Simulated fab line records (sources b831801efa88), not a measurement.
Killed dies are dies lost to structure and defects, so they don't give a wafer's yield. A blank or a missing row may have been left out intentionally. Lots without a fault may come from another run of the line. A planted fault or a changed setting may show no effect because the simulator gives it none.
Which of the tools did it?    flow gf180mcu    Sampling: 6 lots, 17 wafers, 4 of 602 route steps

WHAT THE GAUGES SHOWED, per wafer
GF_VT_IMPLANT_RS_MEAS_47: measurement is done with a four-point probe.
lot   measured      on             NWELL_RS (ohm/sq)
L734  day 8 02:06   film_metro-02  485.7 486.4 486.4
L737  day 8 17:54   film_metro-02  489.9 489.7 489.7
L739  day 9 00:51   film_metro-04  487.5 489.1 487.3
L745  day 10 15:48  film_metro-04  489.0 502.4
L748  day 11 09:22  film_metro-02  489.7 504.5 490.3
L754  day 13 00:44  film_metro-01  487.1 487.1 488.5

WHICH TOOL RAN EACH LOT (tool, then ch and the chambers of the sampled wafers, then the start)
lot   GF_STI_CMP_25                 GF_NWELL_IMPLANT_08             GF_VT_IMPLANT_STRIP_42
L734  cmp-01 ch 1,2,3, day 2 14:35  implanter-01 ch 0, day 3 18:33  plasma_asher-02 ch 0,1, day 8 01:40
L737  cmp-02 ch 0,1,3, day 3 09:50  implanter-01 ch 0, day 4 15:12  plasma_asher-02 ch 0,1, day 8 17:22
L739  cmp-01 ch 0,1,2, day 3 15:46  implanter-01 ch 0, day 4 22:29  plasma_asher-03 ch 0,1, day 9 00:18
L745  cmp-01 ch 0,1, day 4 22:04    implanter-01 ch 0, day 6 06:23  plasma_asher-02 ch 1, day 10 15:21
L748  cmp-01 ch 1,2,3, day 5 13:43  implanter-01 ch 0, day 6 22:05  plasma_asher-03 ch 0,1, day 11 08:55
L754  cmp-02 ch 0,1, day 6 20:35    implanter-04 ch 0, day 8 04:58  plasma_asher-04 ch 0,1, day 13 00:13
- GF_STI_CMP_25: polishes, stops on Si3N4, t overpolish 33 s, target thk 524.6 nm.
- GF_NWELL_IMPLANT_08
- GF_VT_IMPLANT_STRIP_42: strips in O2/N2.

THE ANSWER, worked out from the rows above alone
Rule: the lots themselves supply what counts as usual. Put in order of their means at a reading, lots are off if they are a third of the lots or fewer, leave a main group of 4 or more, and stand apart from it by a gap of 3 or more times the standard deviation of the main group's means; of several such gaps the widest counts. A main group is skipped when, at the precision printed for the reading in the tables above, its means are all equal. A lot without any number at a reading at which 4 lots or more have one is off too. The other lots that the step has rows for count as sound.
Off: L745, L748, at GF_VT_IMPLANT_RS_MEAS_47 (NWELL_RS). Mean 487.9 ohm/sq and standard deviation 1.3 in the main group.
If a tool, at a process step before that reading, ran all the lots that are off and no sound lot after the first of them, it fits. Those tools and the gauges at GF_VT_IMPLANT_RS_MEAS_47 are tried in the same way. 2 tools fit, cmp-01 at GF_STI_CMP_25 and implanter-01 at GF_NWELL_IMPLANT_08, so this cannot tell which one it is.

WHAT WAS PUT IN BY THE SIMULATOR
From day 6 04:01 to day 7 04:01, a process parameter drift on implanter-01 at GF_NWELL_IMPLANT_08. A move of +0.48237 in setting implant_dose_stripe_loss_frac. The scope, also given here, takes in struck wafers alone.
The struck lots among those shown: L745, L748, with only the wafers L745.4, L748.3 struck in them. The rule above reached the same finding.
